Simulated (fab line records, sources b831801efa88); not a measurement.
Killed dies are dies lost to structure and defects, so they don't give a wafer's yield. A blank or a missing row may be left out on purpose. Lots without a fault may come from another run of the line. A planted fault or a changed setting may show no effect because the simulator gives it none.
Chamber matching | flow sky130 | SKY_VIA3_CMP_02 on cmp-01: 4 sister chambers
The step polishes SiO2. 8 wafers are shown with their chamber, then 12 later ones without.

WAFERS WITH THEIR CHAMBER
wafer  | chamber | motor_current_A (A)
L086.2 | 1       | 13.1
L086.4 | 0       | 13.3
L087.1 | 0       | 12.7
L087.2 | 2       | 11.9
L087.4 | 3       | 11.0
L087.3 | 1       | 13.5
L087.5 | 2       | 11.8
L087.6 | 3       | 11.0

WAFERS WITHOUT THEIR CHAMBER
wafer  | motor_current_A (A)
L094.4 | 11.0
L094.5 | 14.5
L094.6 | 13.3
L097.2 | 13.3
L097.4 | 13.2
L097.6 | 14.1
L096.2 | 10.6
L096.4 | 11.9
L096.5 | 12.1
L096.1 | 13.6
L096.3 | 13.2
L096.6 | 11.2

WHICH CHAMBER EACH WENT THROUGH
wafer  | from the rows above     | in truth
L094.4 | 3                       | 3
L094.5 | can't be placed: 1 or 0 | 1
L094.6 | can't be placed: 1 or 0 | 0
L097.2 | can't be placed: 1 or 0 | 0
L097.4 | can't be placed: 1 or 0 | 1
L097.6 | can't be placed: 1 or 0 | 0
L096.2 | 3                       | 3
L096.4 | 2                       | 2
L096.5 | 2                       | 2
L096.1 | can't be placed: 1 or 0 | 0
L096.3 | can't be placed: 1 or 0 | 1
L096.6 | can't be placed: 3 or 2 | 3
Placed correctly: 4 of 12. Can't be placed from these rows: 8 (the true chamber is among the candidates in 8). Placed wrongly: 0.
How it was worked out, from the rows above alone: a wafer's distance from a chamber is the root of the sum, over the readings, of the square of ((its reading less the chamber's mean) divided by the reading's scatter). The wafer belongs to the nearest chamber; if the next one is less than 2 further off, it can't be placed. A chamber's mean is the mean of its shown wafers. The scatter: the root of (the sum of the squares of (reading less its chamber's mean) over the shown wafers, divided by (wafers less chambers)).
